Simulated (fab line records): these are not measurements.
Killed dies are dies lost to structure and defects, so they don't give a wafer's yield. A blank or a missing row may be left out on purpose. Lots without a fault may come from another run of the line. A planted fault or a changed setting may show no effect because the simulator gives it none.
fab line records -- flow gf180mcu -- part 1 of 2: steps 1 to 25 of 34
[record] lots = 5, wafers = 15, lastDay = 34
route steps=602 shown SAB@270 SALICIDE@278 CONTACT@287
lots untouched by any fault: they come from a run of this same line in which no faults occurred
startH: start of the lot's first displayed wafer, in hours after the record's first day -- waitH: how many hours have passed since the lot's step before this one -- " unchanged from the row above -- L1.1+2: a row that stands for several wafers -- - either no value or no given start -- * or withheld: withheld -- < > ~ a bound
route shown NAME@n: names a module that has steps shown in the file, with the first one's number in the route -- usual: the fault-free wafers' mean and standard deviation -- same: alike in all rows -- chamber/n: place in a boat -- sites: per-site readings -- _std_site: how widely they spread, as a standard deviation -- _edge_site: inner sites' mean taken away from outer sites' mean -- radiusMm: how far each site lies from the wafer's centre -- mask NAME#n: copy n -- behind: the most recent tool/chamber to have shaped the wafer -- hold: the reason the lot was held/the length of the hold in hours/how it ended -- device: names the non-switching transistor (n, p or np) -- end of line: the tests these same wafers got at the end of their route -- for a step that has no rows: nothing shown but its recipe -- killed: dies lost to structure and defects at the first sort, not the wafer's yield -- map: a wafer's dies, x killed, . not, _ none there
set.NAME: the setting the step ran with; set.NAME@STEP: the setting that earlier step ran with -- model.NAME: the simulator's own value behind a step, which no gauge read
lots at selected steps of the route; one table per step, one row per wafer
services: from which hour (startH, from the record's first day; less than 0 if before it) a tool's chamber was out of use, for how many hours, and why
[[steps]]
[step GF_SAB_EXPOSE_06]
[recipe] maskId = SAB, targetCdNm = 420, na = 0.6, sourceShape = conventional, sigmaOuter = 0.6, doseMj = 140
[usual] focusOffsetNm = -0.1/0.46
[same] na = 0.6
lot.wafer,tool,chamber,startH,waitH,mask,focusOffsetNm
L076.2,ilineStepper-01,0,-,-,SAB#0,0.4
L076.3,ilineStepper-01,0,-,-,SAB#0,-0.2
L076.4,ilineStepper-01,0,-,-,SAB#0,0.0
L077.1,ilineStepper-02,0,-,-,SAB#0,0.1
L077.3,ilineStepper-02,0,-,-,SAB#0,-0.6
L077.4,ilineStepper-02,0,-,-,SAB#0,0.5
L089.1,ilineStepper-01,0,-,-,SAB#0,-0.2
L089.3,ilineStepper-01,0,-,-,SAB#0,-0.2
L089.5,ilineStepper-01,0,-,-,SAB#0,-0.3
L091.1,ilineStepper-01,0,-,-,SAB#0,-0.7
L091.4,ilineStepper-01,0,-,-,SAB#0,-0.3
L091.6,ilineStepper-01,0,-,-,SAB#0,-1.2
L096.1,ilineStepper-02,0,-,-,SAB#0,-1.2
L096.4,ilineStepper-02,0,-,-,SAB#0,-1.4
L096.5,ilineStepper-02,0,-,-,SAB#0,-0.9
[step GF_SAB_PEB_07]
[recipe] tempC = withheld, timeS = *, resist = NOVOLAK
[usual] exhaustPa = 45.1/0.82
lot.wafer,tool,chamber,startH,waitH,exhaustPa
L076.2,lithoTrack-02,0,-,-,44.6
L076.3,lithoTrack-02,0,-,-,44.8
L076.4,lithoTrack-02,0,-,-,44.0
L077.1,lithoTrack-01,0,-,-,45.6
L077.3,lithoTrack-01,0,-,-,45.7
L077.4,lithoTrack-01,0,-,-,45.6
L089.1,lithoTrack-04,0,-,-,45.8
L089.3,lithoTrack-04,0,-,-,45.3
L089.5,lithoTrack-04,0,-,-,45.7
L091.1,lithoTrack-01,0,-,-,45.7
L091.4,lithoTrack-01,0,-,-,45.9
L091.6,lithoTrack-01,0,-,-,45.5
L096.1,lithoTrack-02,0,-,-,46.0
L096.4,lithoTrack-02,0,-,-,46.2
L096.5,lithoTrack-02,0,-,-,46.4
[step GF_SAB_DEVELOP_08]
[recipe] developTimeS = 60, devTempC = 23
[usual] exhaustPa = 45.2/0.92
lot.wafer,tool,chamber,startH,waitH,exhaustPa
L076.2,lithoTrack-02,0,345.34,0.1,45.8
L076.3,lithoTrack-02,0,345.34,0.1,45.7
L076.4,lithoTrack-02,0,345.34,0.1,47.5
L077.1,lithoTrack-01,0,358.96,0.1,45.1
L077.3,lithoTrack-01,0,358.96,0.1,43.8
L077.4,lithoTrack-01,0,358.96,0.1,44.2
L089.1,lithoTrack-04,0,488.07,0.1,44.9
L089.3,lithoTrack-04,0,488.07,0.1,45.5
L089.5,lithoTrack-04,0,488.07,0.1,45.6
L091.1,lithoTrack-01,0,505.86,0.1,44.1
L091.4,lithoTrack-01,0,505.86,0.1,44.3
L091.6,lithoTrack-01,0,505.86,0.1,45.0
L096.1,lithoTrack-02,0,525.06,0.1,46.1
L096.4,lithoTrack-02,0,525.06,0.1,45.5
L096.5,lithoTrack-02,0,525.06,0.1,46.1
[step GF_SAB_CD_MEAS_09]
[recipe] targetCdNm = 420
[usual] cdNm = 420.4/2.3
lot.wafer,tool,chamber,startH,waitH,cdNm
L076.2,cdSem-01,-,345.48,0.1,419.4
L076.3,cdSem-01,-,345.48,0.1,417.6
L076.4,cdSem-01,-,345.48,0.1,418.4
L077.1,cdSem-02,-,359.11,0.1,420.1
L077.3,cdSem-02,-,359.11,0.1,420.0
L077.4,cdSem-02,-,359.11,0.1,418.5
L089.1,cdSem-02,-,488.22,0.1,419.9
L089.3,cdSem-02,-,488.22,0.1,420.4
L089.5,cdSem-02,-,488.22,0.1,421.4
L091.1,cdSem-01,-,506.01,0.1,419.1
L091.4,cdSem-01,-,506.01,0.1,419.0
L091.6,cdSem-01,-,506.01,0.1,420.9
L096.1,cdSem-01,-,525.21,0.1,419.3
L096.4,cdSem-01,-,525.21,0.1,421.4
L096.5,cdSem-01,-,525.21,0.1,421.0
[step GF_SAB_OVL_MEAS_10]
[usual] SAB_OVL = -0.2/1.1
lot.wafer,tool,chamber,startH,waitH,SAB_OVL[nm]
L076.2,overlay-01,-,345.59,0.1,-0.8
L076.3,overlay-01,-,345.59,0.1,1.0
L076.4,overlay-01,-,345.59,0.1,0.8
L077.1,overlay-01,-,359.23,0.1,0.4
L077.3,overlay-01,-,359.23,0.1,0.4
L077.4,overlay-01,-,359.23,0.1,-0.7
L089.1,overlay-02,-,488.34,0.1,0.4
L089.3,overlay-02,-,488.34,0.1,-0.7
L089.5,overlay-02,-,488.34,0.1,-0.8
L091.1,overlay-02,-,506.13,0.1,0.2
L091.4,overlay-02,-,506.13,0.1,-2.1
L091.6,overlay-02,-,506.13,0.1,-1.1
L096.1,overlay-01,-,525.33,0.1,0.2
L096.4,overlay-01,-,525.33,0.1,0.6
L096.5,overlay-01,-,525.33,0.1,1.5
[step GF_SAB_ETCH_11]
[recipe] chemistry = C4F8/O2/Ar, maskMaterial = NOVOLAK, target = SiO2, targetDepthNm = 55, sourceW = 1500, biasW = 1200, pressureMtorr = 40, c4f8FlowSccm = withheld, O2_flow_sccm = 6, Ar_flow_sccm = 300, timeS = 8.5
[usual] chamberPressureMTorr = 40.00/0.037, oesProductAu = 1.003/0.0083
lot.wafer,tool,chamber,startH,waitH,chamberPressureMTorr,oesProductAu,rfHoursCounterH
L076.2,rieDiel-03,2,345.62,0.0,39.98,1.002,48
L076.3,rieDiel-03,0,345.62,0.0,39.97,1.007,4
L076.4,rieDiel-03,1,345.62,0.0,40.04,1.006,65
L077.1,rieDiel-04,0,359.27,0.0,40.08,0.993,117
L077.3,rieDiel-04,2,359.27,0.0,39.98,1.012,3
L077.4,rieDiel-04,1,359.27,0.0,39.98,0.991,18
L089.1,rieDiel-01,0,488.37,0.0,39.99,1.007,6
L089.3,rieDiel-01,3,488.37,0.0,40.02,0.999,10
L089.5,rieDiel-01,2,488.37,0.0,39.93,0.990,-
L091.1,rieDiel-04,0,506.16,0.0,40.07,0.999,3
L091.4,rieDiel-04,3,506.16,0.0,39.98,1.002,9
L091.6,rieDiel-04,1,506.16,0.0,40.00,1.007,-
L096.1,rieDiel-03,2,525.37,0.0,40.08,1.009,52
L096.4,rieDiel-03,3,525.37,0.0,39.99,1.003,12
L096.5,rieDiel-03,1,525.37,0.0,39.99,1.007,-
[step GF_SAB_WET_ETCH_12]
[recipe] chemistry = dHF, targetDepthNm = 22, dry = n2Spin, target = SiO2, tempC = 25, dilution = 100:1, timeS = 440
lot.wafer,tool,chamber,startH,waitH
L076.2+3+4,wetBench-04,2,345.64,0.0
L077.1+3+4,wetBench-01,0,359.29,0.0
L089.1+3+5,wetBench-04,0,488.39,0.0
L091.1+4+6,wetBench-03,3,506.19,0.0
L096.1+4+5,wetBench-03,0,525.39,0.0
[step GF_SAB_STRIP_13]
[recipe] chemistry = O2/N2, powerW = 1400, pressureMtorr = 1500, platenTempC = 250, o2FlowSccm = 3000, n2FlowSccm = 300, overashFraction = 0.5
[usual] chamberPressureMTorr = 1500.0/1.5, drypumpMotorCurrentA = 5.6/0.31, heaterPowerW = 344/28, oesProductAu = 0.710/0.0045, stripTimeToEndpointS = 12.599/0.029
lot.wafer,tool,chamber,startH,waitH,chamberPressureMTorr,drypumpMotorCurrentA,heaterPowerW,oesProductAu,rfHoursCounterH,stripTimeToEndpointS
L076.2,plasmaAsher-01,1,345.77,0.0,1499.9,5.2,336,0.707,73,12.577
L076.3,plasmaAsher-01,1,345.77,0.0,1501.2,5.3,330,0.705,-,12.557
L076.4,plasmaAsher-01,0,345.77,0.0,1497.9,5.7,385,0.711,-,12.556
L077.1,plasmaAsher-04,0,359.42,0.0,1499.1,5.7,311,0.710,27,12.560
L077.3,plasmaAsher-04,0,359.42,0.0,1499.2,5.8,309,0.709,-,12.578
L077.4,plasmaAsher-04,1,359.42,0.0,1503.1,5.2,370,0.709,-,12.612
L089.1,plasmaAsher-03,1,488.53,0.0,1498.3,6.0,358,0.707,6,12.640
L089.3,plasmaAsher-03,0,488.53,0.0,1500.2,5.9,336,0.709,-,12.611
L089.5,plasmaAsher-03,0,488.53,0.0,1500.7,5.9,330,0.710,-,12.619
L091.1,plasmaAsher-03,0,506.32,0.0,1500.7,5.9,321,0.717,8,12.621
L091.4,plasmaAsher-03,0,506.32,0.0,1500.9,5.9,330,0.712,-,12.600
L091.6,plasmaAsher-03,1,506.32,0.0,1499.5,6.0,343,0.707,-,12.624
L096.1,plasmaAsher-01,1,525.52,0.0,1499.2,5.2,335,0.699,89,12.606
L096.4,plasmaAsher-01,0,525.52,0.0,1499.1,5.7,383,0.704,-,12.571
L096.5,plasmaAsher-01,1,525.52,0.0,1499.8,5.3,331,0.712,-,12.573
[step GF_SALICIDE_CLEAN_00]
[recipe] chemistry = SC1/SC2, mix = 1:4:20, tempC = 70, timeS = 150
[usual] bathGuardTempC = 69.7/0.57
lot.wafer,tool,chamber,startH,waitH,bathGuardTempC
L076.2,wetBench-03,1,345.87,0.1,69.0
L076.3,wetBench-03,1,345.87,0.1,68.8
L076.4,wetBench-03,1,345.87,0.1,68.9
L077.1,wetBench-02,3,359.52,0.1,70.5
L077.3,wetBench-02,3,359.52,0.1,70.3
L077.4,wetBench-02,3,359.52,0.1,70.5
L089.1,wetBench-03,1,488.63,0.1,69.0
L089.3,wetBench-03,1,488.63,0.1,69.2
L089.5,wetBench-03,1,488.63,0.1,68.9
L091.1,wetBench-01,1,506.42,0.1,70.4
L091.4,wetBench-01,1,506.42,0.1,69.9
L091.6,wetBench-01,1,506.42,0.1,70.0
L096.1,wetBench-01,0,525.62,0.1,70.3
L096.4,wetBench-01,0,525.62,0.1,70.4
L096.5,wetBench-01,0,525.62,0.1,70.1
[step GF_SALICIDE_WET_ETCH_01]
[recipe] chemistry = dHF, targetDepthNm = 5, dry = ipaMarangoni, target = SiO2, tempC = 25, dilution = 100:1, timeS = 100
lot.wafer,tool,chamber,startH,waitH
L076.2+3+4,wetBench-01,1,345.92,0.0
L077.1+3+4,wetBench-01,0,359.57,0.0
L089.1+3+5,wetBench-02,0,488.68,0.0
L091.1+4+6,wetBench-02,2,506.47,0.0
L096.1+4+5,wetBench-03,1,525.67,0.0
[step GF_SALICIDE_SPUTTER_02]
[recipe] material = Co, targetThkNm = 10, powerW = 1000, timeS = 20, chamberPressurePa = 0.4
[usual] throttleValvePct = 29.6/1.3
lot.wafer,tool,chamber,startH,waitH,throttleValvePct
L076.2,pvdSputter-03,-,345.96,0.0,28.8
L076.3,pvdSputter-03,-,345.96,0.0,28.8
L076.4,pvdSputter-03,-,345.96,0.0,28.5
L077.1,pvdSputter-03,-,359.60,0.0,30.7
L077.3,pvdSputter-03,-,359.60,0.0,28.9
L077.4,pvdSputter-03,-,359.60,0.0,28.8
L089.1,pvdSputter-03,-,488.72,0.0,28.9
L089.3,pvdSputter-03,-,488.72,0.0,29.1
L089.5,pvdSputter-03,-,488.72,0.0,29.0
L091.1,pvdSputter-01,-,506.50,0.0,27.2
L091.4,pvdSputter-01,-,506.50,0.0,30.4
L091.6,pvdSputter-01,-,506.50,0.0,26.9
L096.1,pvdSputter-03,-,525.70,0.0,28.8
L096.4,pvdSputter-03,-,525.70,0.0,29.1
L096.5,pvdSputter-03,-,525.70,0.0,30.4
[step GF_SALICIDE_SPUTTER_03]
[recipe] material = TiN, targetThkNm = 20, powerW = 6500, timeS = 16.7, chamberPressurePa = 0.4
[usual] throttleValvePct = 29.7/1.3
lot.wafer,tool,chamber,startH,waitH,throttleValvePct
L076.2,pvdSputter-03,-,345.99,0.0,28.9
L076.3,pvdSputter-03,-,345.99,0.0,28.8
L076.4,pvdSputter-03,-,345.99,0.0,28.7
L077.1,pvdSputter-03,-,359.63,0.0,30.6
L077.3,pvdSputter-03,-,359.63,0.0,29.1
L077.4,pvdSputter-03,-,359.63,0.0,28.6
L089.1,pvdSputter-03,-,488.74,0.0,28.6
L089.3,pvdSputter-03,-,488.74,0.0,29.3
L089.5,pvdSputter-03,-,488.74,0.0,29.0
L091.1,pvdSputter-01,-,506.53,0.0,27.1
L091.4,pvdSputter-01,-,506.53,0.0,30.4
L091.6,pvdSputter-01,-,506.53,0.0,27.0
L096.1,pvdSputter-03,-,525.73,0.0,28.6
L096.4,pvdSputter-03,-,525.73,0.0,29.1
L096.5,pvdSputter-03,-,525.73,0.0,30.4
[step GF_SALICIDE_RS_MEAS_04]
[recipe] thkMeasGauge = four-point-probe, reads = TiN_of_SALICIDE_SPUTTER_03+Co_of_SALICIDE_SPUTTER_02
[usual] SALICIDE_TIN_RS = 16.38/0.29
lot.wafer,tool,chamber,startH,waitH,SALICIDE_TIN_RS[ohm/sq]
L076.2,filmMetro-02,-,346.03,0.0,16.08
L076.3,filmMetro-02,-,346.03,0.0,16.47
L076.4,filmMetro-02,-,346.03,0.0,16.01
L077.1,filmMetro-01,-,359.66,0.0,16.02
L077.3,filmMetro-01,-,359.66,0.0,16.26
L077.4,filmMetro-01,-,359.66,0.0,16.71
L089.1,filmMetro-02,-,488.77,0.0,16.18
L089.3,filmMetro-02,-,488.77,0.0,16.38
L089.5,filmMetro-02,-,488.77,0.0,16.59
L091.1,filmMetro-02,-,506.56,0.0,16.12
L091.4,filmMetro-02,-,506.56,0.0,16.69
L091.6,filmMetro-02,-,506.56,0.0,16.15
L096.1,filmMetro-04,-,525.76,0.0,16.44
L096.4,filmMetro-04,-,525.76,0.0,16.45
L096.5,filmMetro-04,-,525.76,0.0,16.58
[step GF_SALICIDE_THK_MEAS_05]
[recipe] thkMeasGauge = xrf, reads = TiN_of_SALICIDE_SPUTTER_03
[usual] SALICIDE_TIN_THK = 19.85/0.21
lot.wafer,tool,chamber,startH,waitH,SALICIDE_TIN_THK[nm]
L076.2,filmMetro-02,-,346.14,0.1,19.98
L076.3,filmMetro-02,-,346.14,0.1,19.97
L076.4,filmMetro-02,-,346.14,0.1,20.03
L077.1,filmMetro-01,-,359.78,0.1,19.89
L077.3,filmMetro-01,-,359.78,0.1,19.71
L077.4,filmMetro-01,-,359.78,0.1,19.96
L089.1,filmMetro-02,-,488.89,0.1,19.89
L089.3,filmMetro-02,-,488.89,0.1,19.91
L089.5,filmMetro-02,-,488.89,0.1,19.72
L091.1,filmMetro-02,-,506.68,0.1,20.10
L091.4,filmMetro-02,-,506.68,0.1,19.98
L091.6,filmMetro-02,-,506.68,0.1,19.92
L096.1,filmMetro-04,-,525.88,0.1,19.64
L096.4,filmMetro-04,-,525.88,0.1,19.69
L096.5,filmMetro-04,-,525.88,0.1,19.60
[step GF_SALICIDE_RTA_06]
[recipe] tempC = 530, timeS = 30, ambient = N2
[usual] lampPowerPct = 6.0/0.45, wafer_temp_C_max = 531.6/0.45
lot.wafer,tool,chamber,startH,waitH,lampPowerPct,wafer_temp_C_max
L076.2,rtpAnneal-02,0,346.21,0.1,5.7,531.5
L076.3,rtpAnneal-02,0,346.21,0.1,5.7,531.9
L076.4,rtpAnneal-02,0,346.21,0.1,5.7,531.4
L077.1,rtpAnneal-02,0,359.84,0.1,5.7,531.9
L077.3,rtpAnneal-02,0,359.84,0.1,5.7,531.4
L077.4,rtpAnneal-02,0,359.84,0.1,5.7,531.6
L089.1,rtpAnneal-01,0,488.95,0.1,6.6,530.9
L089.3,rtpAnneal-01,0,488.95,0.1,6.6,531.4
L089.5,rtpAnneal-01,0,488.95,0.1,6.6,531.1
L091.1,rtpAnneal-02,0,506.74,0.1,5.7,531.0
L091.4,rtpAnneal-02,0,506.74,0.1,5.7,531.8
L091.6,rtpAnneal-02,0,506.74,0.1,5.7,531.3
L096.1,rtpAnneal-01,0,525.94,0.1,6.6,531.3
L096.4,rtpAnneal-01,0,525.94,0.1,6.6,531.4
L096.5,rtpAnneal-01,0,525.94,0.1,6.6,530.9
[step GF_SALICIDE_WET_ETCH_07]
[recipe] chemistry = SPM, targetDepthNm = 120, dry = n2Spin
lot.wafer,tool,chamber,startH,waitH
L076.2+3+4,wetBench-01,1,346.29,0.1
L077.1+3+4,wetBench-02,1,359.94,0.1
L089.1+3+5,wetBench-03,1,489.05,0.1
L091.1+4+6,wetBench-03,2,506.84,0.1
L096.1+4+5,wetBench-02,2,526.04,0.1
[step GF_SALICIDE_RTA_08]
[recipe] tempC = 800, timeS = 30, ambient = N2
[usual] lampPowerPct = 17.6/1.2, wafer_temp_C_max = 802.2/0.56
lot.wafer,tool,chamber,startH,waitH,lampPowerPct,wafer_temp_C_max
L076.2,rtpAnneal-01,0,346.41,0.0,18.3,801.6
L076.3,rtpAnneal-01,0,346.41,0.0,18.3,802.8
L076.4,rtpAnneal-01,0,346.41,0.0,18.3,802.7
L077.1,rtpAnneal-01,0,360.03,0.0,18.3,801.6
L077.3,rtpAnneal-01,0,360.03,0.0,18.3,802.1
L077.4,rtpAnneal-01,0,360.03,0.0,18.3,801.8
L089.1,rtpAnneal-01,0,489.15,0.0,18.3,802.0
L089.3,rtpAnneal-01,0,489.15,0.0,18.3,802.6
L089.5,rtpAnneal-01,0,489.15,0.0,18.3,802.6
L091.1,rtpAnneal-01,0,506.93,0.0,18.3,802.1
L091.4,rtpAnneal-01,0,506.93,0.0,18.3,801.7
L091.6,rtpAnneal-01,0,506.93,0.0,18.3,801.8
L096.1,rtpAnneal-02,0,526.13,0.0,15.7,802.7
L096.4,rtpAnneal-02,0,526.13,0.0,15.8,802.7
L096.5,rtpAnneal-02,0,526.13,0.0,15.8,802.7
[step GF_CONTACT_CVD_00]
[recipe] material = SiO2, targetThkNm = 300, sigmaOpenFrac = 0.3, tempC = 400, timeS = 50, sih4FlowSccm = 60, pressureMtorr = 6
[usual] sih4FlowSccm = 59.99/0.18, susceptorTempC = 399.96/0.22
lot.wafer,tool,chamber,startH,waitH,sih4FlowSccm,susceptorTempC
L076.2,hdpcvd-02,2,346.49,0.1,59.70,399.83
L076.3,hdpcvd-02,1,346.49,0.1,59.92,399.81
L076.4,hdpcvd-02,0,346.49,0.1,60.02,399.54
L077.1,hdpcvd-01,1,360.13,0.1,60.29,399.64
L077.3,hdpcvd-01,0,360.13,0.1,59.73,399.97
L077.4,hdpcvd-01,2,360.13,0.1,59.85,399.97
L089.1,hdpcvd-02,2,489.25,0.1,60.18,399.78
L089.3,hdpcvd-02,0,489.25,0.1,60.27,399.85
L089.5,hdpcvd-02,0,489.25,0.1,60.10,400.46
L091.1,hdpcvd-02,2,507.03,0.1,60.26,399.73
L091.4,hdpcvd-02,2,507.03,0.1,60.26,400.37
L091.6,hdpcvd-02,1,507.03,0.1,60.16,399.46
L096.1,hdpcvd-01,0,526.23,0.1,59.94,399.97
L096.4,hdpcvd-01,1,526.23,0.1,60.07,399.77
L096.5,hdpcvd-01,0,526.23,0.1,59.90,399.86
[step GF_CONTACT_THK_MEAS_01]
[recipe] reads = SiO2_of_CONTACT_CVD_00
[usual] CONTACT_CVD_00_THK = 298/3.1
lot.wafer,tool,chamber,startH,waitH,CONTACT_CVD_00_THK[nm]
L076.2,filmMetro-03,-,346.55,0.0,297
L076.3,filmMetro-03,-,346.55,0.0,302
L076.4,filmMetro-03,-,346.55,0.0,304
L077.1,filmMetro-03,-,360.17,0.0,296
L077.3,filmMetro-03,-,360.17,0.0,296
L077.4,filmMetro-03,-,360.17,0.0,295
L089.1,filmMetro-04,-,489.29,0.0,300
L089.3,filmMetro-04,-,489.29,0.0,303
L089.5,filmMetro-04,-,489.29,0.0,302
L091.1,filmMetro-01,-,507.07,0.0,296
L091.4,filmMetro-01,-,507.07,0.0,300
L091.6,filmMetro-01,-,507.07,0.0,297
L096.1,filmMetro-03,-,526.30,0.0,297
L096.4,filmMetro-03,-,526.30,0.0,299
L096.5,filmMetro-03,-,526.30,0.0,295
[step GF_CONTACT_CVD_02]
[recipe] material = SiO2, targetThkNm = 860, precursor = TEOS, tempC = 400, timeS = 95.992, rfW = 600
[usual] heaterPowerW = 681/100, susceptorTempC = 400.02/0.21
lot.wafer,tool,chamber,startH,waitH,heaterPowerW,susceptorTempC
L076.2,pecvd-01,2,346.60,0.0,607,399.85
L076.3,pecvd-01,1,346.60,0.0,691,400.06
L076.4,pecvd-01,1,346.60,0.0,700,399.83
L077.1,pecvd-04,1,360.23,0.1,559,400.09
L077.3,pecvd-04,2,360.23,0.1,632,400.22
L077.4,pecvd-04,0,360.23,0.1,533,399.99
L089.1,pecvd-03,0,489.35,0.1,718,399.92
L089.3,pecvd-03,1,489.35,0.1,639,400.07
L089.5,pecvd-03,2,489.35,0.1,638,400.10
L091.1,pecvd-01,2,507.13,0.1,619,399.87
L091.4,pecvd-01,2,507.13,0.1,511,399.65
L091.6,pecvd-01,1,507.13,0.1,704,400.11
L096.1,pecvd-01,0,526.36,0.1,851,399.98
L096.4,pecvd-01,0,526.36,0.1,700,399.95
L096.5,pecvd-01,2,526.36,0.1,599,400.27
[step GF_CONTACT_THK_MEAS_03]
[recipe] reads = SiO2_of_CONTACT_CVD_02
[usual] CONTACT_CVD_02_THK = 862/11
lot.wafer,tool,chamber,startH,waitH,CONTACT_CVD_02_THK[nm]
L076.2,filmMetro-01,-,346.68,0.0,858
L076.3,filmMetro-01,-,346.68,0.0,852
L076.4,filmMetro-01,-,346.68,0.0,861
L077.1,filmMetro-04,-,360.30,0.0,845
L077.3,filmMetro-04,-,360.30,0.0,841
L077.4,filmMetro-04,-,360.30,0.0,846
L089.1,filmMetro-01,-,489.42,0.0,871
L089.3,filmMetro-01,-,489.42,0.0,845
L089.5,filmMetro-01,-,489.42,0.0,873
L091.1,filmMetro-01,-,507.20,0.0,862
L091.4,filmMetro-01,-,507.20,0.0,871
L091.6,filmMetro-01,-,507.20,0.0,869
L096.1,filmMetro-04,-,526.43,0.0,852
L096.4,filmMetro-04,-,526.43,0.0,864
L096.5,filmMetro-04,-,526.43,0.0,871
[step GF_CONTACT_CMP_04]
[recipe] material = SiO2, downForcePsi = 4, platenRpm = 60, padVelocityMS = 0.94248
[usual] motorCurrentA = 11.6/0.94, timeToEndpointS = 110/6
lot.wafer,tool,chamber,startH,waitH,motorCurrentA,timeToEndpointS
L076.3,cmp-01,3,346.73,0.0,10.5,103
L076.4,cmp-01,1,346.73,0.0,12.5,107
L076.2,cmp-01,2,346.73,0.0,12.1,113
L077.4,cmp-02,3,360.36,0.0,11.5,103
L077.3,cmp-02,0,360.36,0.0,11.4,98
L077.1,cmp-02,1,360.36,0.0,12.6,103
L089.3,cmp-01,3,489.53,0.1,10.8,101
L089.1,cmp-01,1,489.53,0.1,12.3,112
L089.5,cmp-01,2,489.53,0.1,12.3,115
L091.4,cmp-01,1,507.31,0.1,12.6,114
L091.1,cmp-01,3,507.31,0.1,10.5,111
L091.6,cmp-01,1,507.31,0.1,13.1,113
L096.4,cmp-02,3,526.59,0.1,10.6,114
L096.1,cmp-02,0,526.59,0.1,11.4,111
L096.5,cmp-02,2,526.59,0.1,9.8,121
[step GF_CONTACT_BOW_MEAS_05]
[recipe] mode = bow
[usual] CONTACT_BOW = 66/7.3
lot.wafer,tool,chamber,startH,waitH,CONTACT_BOW[um]
L076.2,filmMetro-04,-,347.05,0.1,61
L076.3,filmMetro-04,-,347.05,0.1,57
L076.4,filmMetro-04,-,347.05,0.1,66
L077.1,filmMetro-03,-,360.66,0.1,80
L077.3,filmMetro-03,-,360.66,0.1,69
L077.4,filmMetro-03,-,360.66,0.1,73
L089.1,filmMetro-04,-,489.78,0.1,54
L089.3,filmMetro-04,-,489.78,0.1,73
L089.5,filmMetro-04,-,489.78,0.1,59
L091.1,filmMetro-04,-,507.56,0.1,70
L091.4,filmMetro-04,-,507.56,0.1,78
L091.6,filmMetro-04,-,507.56,0.1,72
L096.1,filmMetro-03,-,526.79,0.1,68
L096.4,filmMetro-03,-,526.79,0.1,75
L096.5,filmMetro-03,-,526.79,0.1,70
[step GF_CONTACT_DEHYDRATE_06]
[recipe] tempC = 200, timeS = 60
[usual] exhaustPa = 45.2/0.92
lot.wafer,tool,chamber,startH,waitH,exhaustPa
L076.2,lithoTrack-03,0,356.94,9.9,43.7
L076.3,lithoTrack-03,0,356.94,9.9,45.8
L076.4,lithoTrack-03,0,356.94,9.9,45.7
L077.1,lithoTrack-01,0,370.91,10.2,44.3
L077.3,lithoTrack-01,0,370.91,10.2,45.2
L077.4,lithoTrack-01,0,370.91,10.2,44.4
L089.1,lithoTrack-03,0,501.21,11.4,45.4
L089.3,lithoTrack-03,0,501.21,11.4,46.6
L089.5,lithoTrack-03,0,501.21,11.4,44.2
L091.1,lithoTrack-01,0,518.66,11.1,44.1
L091.4,lithoTrack-01,0,518.66,11.1,45.2
L091.6,lithoTrack-01,0,518.66,11.1,44.9
L096.1,lithoTrack-01,0,537.51,10.7,46.2
L096.4,lithoTrack-01,0,537.51,10.7,44.8
L096.5,lithoTrack-01,0,537.51,10.7,45.1
[step GF_CONTACT_HMDS_07]
[recipe] primeTimeS = 60, primeTempC = 120
[usual] exhaustPa = 45.0/0.97
lot.wafer,tool,chamber,startH,waitH,exhaustPa
L076.2,lithoTrack-03,0,357.09,0.1,45.6
L076.3,lithoTrack-03,0,357.09,0.1,45.3
L076.4,lithoTrack-03,0,357.09,0.1,46.0
L077.1,lithoTrack-01,0,371.06,0.1,45.3
L077.3,lithoTrack-01,0,371.06,0.1,46.8
L077.4,lithoTrack-01,0,371.06,0.1,44.7
L089.1,lithoTrack-03,0,501.36,0.1,46.3
L089.3,lithoTrack-03,0,501.36,0.1,46.3
L089.5,lithoTrack-03,0,501.36,0.1,46.2
L091.1,lithoTrack-01,0,518.81,0.1,45.6
L091.4,lithoTrack-01,0,518.81,0.1,47.1
L091.6,lithoTrack-01,0,518.81,0.1,44.4
L096.1,lithoTrack-01,0,537.66,0.1,44.5
L096.4,lithoTrack-01,0,537.66,0.1,44.7
L096.5,lithoTrack-01,0,537.66,0.1,45.5
